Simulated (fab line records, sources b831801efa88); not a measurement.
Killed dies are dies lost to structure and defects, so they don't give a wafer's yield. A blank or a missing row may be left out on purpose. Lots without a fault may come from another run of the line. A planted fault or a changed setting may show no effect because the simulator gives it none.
Which tool did it? | flow gf180mcu | 11 lots, 33 wafers sampled, at 5 steps of a route of 602

WHAT THE GAUGES READ, wafer by wafer
GF_M1_RS_MEAS_05: measures by four-point-probe. Usual: M1_ALCU_RS 0.0693 ohm/sq, standard deviation 0.00096.
lot  | measured     | on            | M1_ALCU_RS (ohm/sq)  | flag
L434 | day 16 16:56 | film_metro-03 | 0.0705 0.0706 0.0693 |
L436 | day 17 13:35 | film_metro-01 | 0.0699 0.0702 0.0690 |
L438 | day 18 14:10 | film_metro-02 | 0.0681 0.0690 0.0689 |
L442 | day 19 17:23 | film_metro-03 | 0.0703 0.0708 0.0709 |
L444 | day 20 02:17 | film_metro-03 | 0.0699 0.0712 0.0700 |
L445 | day 20 22:36 | film_metro-01 | 0.0691 0.0696 0.0686 |
L447 | day 21 18:02 | film_metro-01 | 0.0686 0.0692 0.0700 |
L449 | day 21 22:20 | film_metro-02 | 0.0694 0.0690 0.0692 |
L448 | day 21 23:26 | film_metro-02 | 0.0702 0.0699 0.0696 |
L454 | day 23 19:12 | film_metro-02 | 0.0703 0.0692 0.0685 |
L456 | day 24 15:06 | film_metro-02 | 0.0676 0.0688 0.0677 |

GF_M1_THK_MEAS_06: measures by xrf. Usual: M1_ALCU_THK 456 nm, standard deviation 7.1.
lot  | measured     | on            | M1_ALCU_THK (nm) | flag
L434 | day 16 17:03 | film_metro-03 | 445 445 454      |
L436 | day 17 13:42 | film_metro-01 | 449 447 456      |
L438 | day 18 14:17 | film_metro-02 | 464 458 458      |
L442 | day 19 17:30 | film_metro-03 | 448 445 447      |
L444 | day 20 02:23 | film_metro-03 | 450 439 448      |
L445 | day 20 22:43 | film_metro-01 | 453 450 458      |
L447 | day 21 18:08 | film_metro-01 | 456 455 446      |
L449 | day 21 22:27 | film_metro-02 | 456 459 457      |
L448 | day 21 23:34 | film_metro-02 | 453 452 454      |
L454 | day 23 19:18 | film_metro-02 | 447 455 463      |
L456 | day 24 15:13 | film_metro-02 | 467 459 467      |

GF_V1_THK_MEAS_03. Usual: V1_CVD_02_THK 848 nm, standard deviation 10.
lot  | measured     | on            | V1_CVD_02_THK (nm) | flag
L434 | day 17 16:28 | film_metro-03 | 833 852 859        |
L436 | day 18 14:34 | film_metro-04 | 853 838 865        |
L438 | day 19 15:10 | film_metro-01 | 842 847 850        |
L442 | day 20 18:10 | film_metro-04 | 834 854 855        |
L444 | day 21 03:25 | film_metro-03 | 846 853 859        |
L445 | day 21 23:26 | film_metro-01 | 854 867 860        |
L447 | day 22 18:09 | film_metro-04 | 847 843 853        |
L449 | day 22 23:07 | film_metro-03 | 833 845 855        |
L448 | day 23 00:20 | film_metro-04 | 850 854 713        | OFF
L454 | day 24 18:10 | film_metro-03 | 836 850 845        |
L456 | day 25 14:09 | film_metro-01 | 849 860 863        |

WHICH TOOL RAN EACH LOT (tool, then ch and the chambers of the sampled wafers, then the start)
lot  | GF_M1_STRIP_17                       | GF_V1_CVD_02
L434 | plasma_asher-03 ch 0,1, day 17 15:44 | pecvd-02 ch 0,1,2, day 17 16:24
L436 | plasma_asher-04 ch 0,1, day 18 13:47 | pecvd-04 ch 0,1, day 18 14:29
L438 | plasma_asher-03 ch 0,1, day 19 14:26 | pecvd-02 ch 0,1, day 19 15:06
L442 | plasma_asher-02 ch 0,1, day 20 17:17 | pecvd-04 ch 0,2, day 20 18:05
L444 | plasma_asher-02 ch 0,1, day 21 02:40 | pecvd-04 ch 0,2, day 21 03:19
L445 | plasma_asher-03 ch 0,1, day 21 22:37 | pecvd-01 ch 0,1, day 21 23:21
L447 | plasma_asher-03 ch 0,1, day 22 17:25 | pecvd-01 ch 0,1,2, day 22 18:05
L449 | plasma_asher-03 ch 0, day 22 22:21   | pecvd-02 ch 0,1, day 22 23:01
L448 | plasma_asher-02 ch 0,1, day 22 23:32 | pecvd-04 ch 0,1,2, day 23 00:16
L454 | plasma_asher-04 ch 0,1, day 24 17:18 | pecvd-01 ch 0,1,2, day 24 18:04
L456 | plasma_asher-02 ch 0,1, day 25 13:23 | pecvd-02 ch 0,2, day 25 14:05
- GF_M1_STRIP_17: strips in O2/N2.
- GF_V1_CVD_02: deposits SiO2 from TEOS, target thk 850 nm, time 94.851 s.

WHAT THE TOOLS THEMSELVES READ (means of the sampled wafers that have a number; where no wafer has one, the mark that the record gives instead)
GF_M1_STRIP_17. Usual: drypump_motor_current_A 5.7 A, standard deviation 0.57; heater_power_w 327 W, standard deviation 30; oes_product_au 0.536 a.u., standard deviation 0.0044; platen_temp_c 249.97 C, standard deviation 0.17; strip_time_to_endpoint_s 7.57 s, standard deviation 0.048.
lot  | tool            | drypump_motor_current_A (A) | heater_power_w (W) | oes_product_au (a.u.) | platen_temp_c (C) | strip_time_to_endpoint_s (s) | flag
L434 | plasma_asher-03 | 5.7                         | 318                | 0.541                 | 250.06            | 7.63                         |
L436 | plasma_asher-04 | 6.5                         | 353                | 0.534                 | 250.13            | 7.58                         |
L438 | plasma_asher-03 | 5.4                         | 343                | 0.534                 | 249.98            | 7.53                         |
L442 | plasma_asher-02 | 5.3                         | 305                | 0.540                 | 250.07            | 7.55                         |
L444 | plasma_asher-02 | 5.5                         | 320                | 0.539                 | 250.07            | 7.60                         |
L445 | plasma_asher-03 | 5.7                         | 318                | 0.534                 | 249.92            | 7.53                         |
L447 | plasma_asher-03 | 5.7                         | 319                | 0.535                 | 250.00            | 7.56                         |
L449 | plasma_asher-03 | 6.0                         | 289                | 0.532                 | 250.01            | 7.53                         |
L448 | plasma_asher-02 | 5.6                         | 315                | 0.532                 | 249.97            | 7.56                         |
L454 | plasma_asher-04 | 6.3                         | 333                | 0.535                 | 249.97            | 7.55                         |
L456 | plasma_asher-02 | 5.3                         | 311                | 0.537                 | 249.94            | 7.58                         |

GF_V1_CVD_02. Usual: heater_power_w 638 W, standard deviation 81; run_length_s 123.0 s, standard deviation 0.52.
lot  | tool     | heater_power_w (W) | run_length_s (s) | flag
L434 | pecvd-02 | 639                | 123.0            |
L436 | pecvd-04 | 590                | 122.6            |
L438 | pecvd-02 | 683                | 122.9            |
L442 | pecvd-04 | 603                | 122.5            |
L444 | pecvd-04 | 617                | 122.7            |
L445 | pecvd-01 | 709                | 123.6            |
L447 | pecvd-01 | 770                | 123.5            |
L449 | pecvd-02 | 692                | 122.8            |
L448 | pecvd-04 | 624                | 117.4            | OFF
L454 | pecvd-01 | 741                | 123.3            |
L456 | pecvd-02 | 599                | 123.0            |

THE ANSWER, worked out from the rows above alone
Rule: a lot is off if the mean of its wafers that have a number lies more than 3 standard deviations from the usual mean. A lot without any number at a reading at which 4 lots or more have one is off too. The other lots that the step has rows for count as sound. The gauges are gone through in route order, then the tools' own readings, and for those a lot's mean is taken as printed above. The first step at which some lot is off is used, and at that step the reading that is off furthest; a lot without a number counts as furthest.
Off: L448, at GF_V1_THK_MEAS_03 (V1_CVD_02_THK).
A tool fits if, at a process step before that reading, it ran every lot that is off, and no sound lot after the first of them. The gauges at GF_V1_THK_MEAS_03 aren't tried: what is off there is off at GF_V1_CVD_02 too, on other tools, and a gauge's error can't cause that. One fits: pecvd-04 at GF_V1_CVD_02. Its last sound lot is L444 (day 21 03:19), its first lot that is off L448 (day 23 00:16): a fault that began between those two fits.
The tool's own readings at GF_V1_CVD_02 bear it out: on the lots that are off they differ by more than 5 times the standard deviation of the sound lots' means. run_length_s reads 117.4 s there against 123.0 s on the sound lots.

WHAT THE SIMULATOR HAD PUT IN
Process parameter drift: pecvd-04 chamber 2, from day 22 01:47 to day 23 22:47, at GF_V1_CVD_02. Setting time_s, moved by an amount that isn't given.
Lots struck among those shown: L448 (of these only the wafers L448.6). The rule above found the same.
